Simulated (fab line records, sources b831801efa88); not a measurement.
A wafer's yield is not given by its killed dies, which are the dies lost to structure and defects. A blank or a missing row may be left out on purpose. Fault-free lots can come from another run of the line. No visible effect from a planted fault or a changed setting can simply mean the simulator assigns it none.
Comparing a struck lot with a sound one | flow sky130 | 16 steps out of a route of 708
Sound: the wafers L281.3, L281.5, L281.6. Struck: wafers L296.3, L296.5 (left out: L296.1, a lot-mate that was not struck); the cause follows at the end.
At each step with rows: each side's tool, then ch and its chambers, then its first start. Under that, the readings that differ: sound wafers | struck wafers | difference of the means | sigmas: that difference in standard deviations of wafers without a fault.
alike: words and numbers the same on both sides, and readings whose means are apart by under 2 such deviations; not compared: readings that were withheld, readings missing a value for some wafer, numbers with overlapping values and no deviation given by the record, and bounds like >300 which may hide the same value.
A row with sigmas, a row that says differs or no value, or rows on one side alone: a step with any of these is where the two part. Non-overlapping numbers with no deviation appear without sigmas and do not part them. Lack of a reading on every wafer of one side parts them only where that side has two or more wafers.

SKY_LOCAL_INTERCONNECT_RS_MEAS_01: the measuring method here is four-point-probe.
  struck on film-metro-02, day 34 18:16; sound on film-metro-03, day 29 15:50
  alike: LOCAL_INTERCONNECT_TIN_RS
SKY_LOCAL_INTERCONNECT_THK_MEAS_02: measures by xrf.
  struck on film-metro-02, day 34 18:23; sound on film-metro-03, day 29 15:56
  alike: LOCAL_INTERCONNECT_TIN_THK
then, 8 steps without rows for these wafers: SKY_LOCAL_INTERCONNECT_DEHYDRATE_03 (time 60 s); SKY_LOCAL_INTERCONNECT_HMDS_04 (prime time 60 s); SKY_LOCAL_INTERCONNECT_COAT_05 (resist thk 60 nm); SKY_LOCAL_INTERCONNECT_COAT_06 (resist thk 450 nm); SKY_LOCAL_INTERCONNECT_SOFTBAKE_07 (time 90 s); SKY_LOCAL_INTERCONNECT_EXPOSE_08 (exposes mask LI1M, target cd 170 nm); SKY_LOCAL_INTERCONNECT_PEB_09; SKY_LOCAL_INTERCONNECT_DEVELOP_10 (develop time 60 s).
SKY_LOCAL_INTERCONNECT_CD_MEAS_11: target cd 170 nm.
  struck on cd-sem-01, day 35 20:49; sound on cd-sem-02, day 30 20:15
  alike: cd-nm
SKY_LOCAL_INTERCONNECT_OVL_MEAS_12:
  struck on overlay-02, day 35 20:56; sound on overlay-01, day 30 20:21
  reading                     | sound   | struck | difference | sigmas
  LOCAL_INTERCONNECT_OVL (nm) | 8 12 14 | 1 0    | -11        | -2
SKY_LOCAL_INTERCONNECT_ETCH_13: etches BARC in N2/H2, stops on SiO2, time 45.9 s, target depth 60 nm.
  sound on rie-metal-03 ch 0,1, day 30 20:23; struck on rie-metal-03 ch 1, day 35 20:58
  reading                                                   | sound                | struck        | difference | sigmas
  chamber-pressure-mTorr (mTorr)                            | 30.043 30.012 30.016 | 29.936 29.998 | -0.057     | -2
  oes-product-au (a.u.)                                     | 0.854 0.862 0.850    | 0.939 0.935   | +0.082     | +17
  run-length-s (s)                                          | 74.6 74.6 74.4       | 70.5 70.9     | -3.8       | -5
  throttle-valve-pct (%)                                    | 13.231 13.225 13.217 | 13.249 13.243 | +0.022     | +2
  model.KrF-thick_of_LOCAL_INTERCONNECT_COAT_06.thk-nm (nm) | 391.6 391.2 391.2    | 395.6 394.2   | +3.6       |
  alike: drypump-motor-current-A
  not compared: rf-hours-counter-h
SKY_LOCAL_INTERCONNECT_METAL_ETCH_14: etches TiN in Cl2/BCl3, stops on PSG, target depth 110 nm, time 31.4 s.
  sound on rie-metal-03 ch 0,1, day 30 20:27; struck on rie-metal-03 ch 1, day 35 21:06
  reading                                                   | sound             | struck      | difference | sigmas
  model.KrF-thick_of_LOCAL_INTERCONNECT_COAT_06.thk-nm (nm) | 347.8 346.7 347.7 | 350.9 349.6 | +2.9       |
  alike: chamber-pressure-mTorr, drypump-motor-current-A, oes-product-au, run-length-s, throttle-valve-pct
  not compared: rf-hours-counter-h
SKY_LOCAL_INTERCONNECT_STRIP_15: strips in O2/N2.
  sound on plasma-asher-01 ch 0,1, day 30 20:31; struck on plasma-asher-04 ch 1, day 35 21:12
  alike: chamber-pressure-mTorr, drypump-motor-current-A, oes-product-au, strip-time-to-endpoint-s
  not compared: rf-hours-counter-h
-- record jumps: 14 days separate the struck wafers' starts on either side; left off in module LOCAL_INTERCONNECT, taken up again in module PAD_OPEN, whose first shown step is the route's number 708 --
SKY_PAD_OPEN_PROBE_99:
  struck on prober-01, day 49 17:25; sound on prober-02, day 46 03:57
  reading         | sound | struck | difference | sigmas
  killed_at_M4_up | 5 5 5 | 1 2    | -4         | -2
  alike: killed_at_M0_to_M3, killed-at-contacts, killed-at-front-end, killed-at-other, killed-dies, killed-on-rim, killed-open, killed-short

## WHERE THEY PART
First at SKY_LOCAL_INTERCONNECT_OVL_MEAS_12; last, within this record, at SKY_PAD_OPEN_PROBE_99.

WHY: whatever the simulator had introduced
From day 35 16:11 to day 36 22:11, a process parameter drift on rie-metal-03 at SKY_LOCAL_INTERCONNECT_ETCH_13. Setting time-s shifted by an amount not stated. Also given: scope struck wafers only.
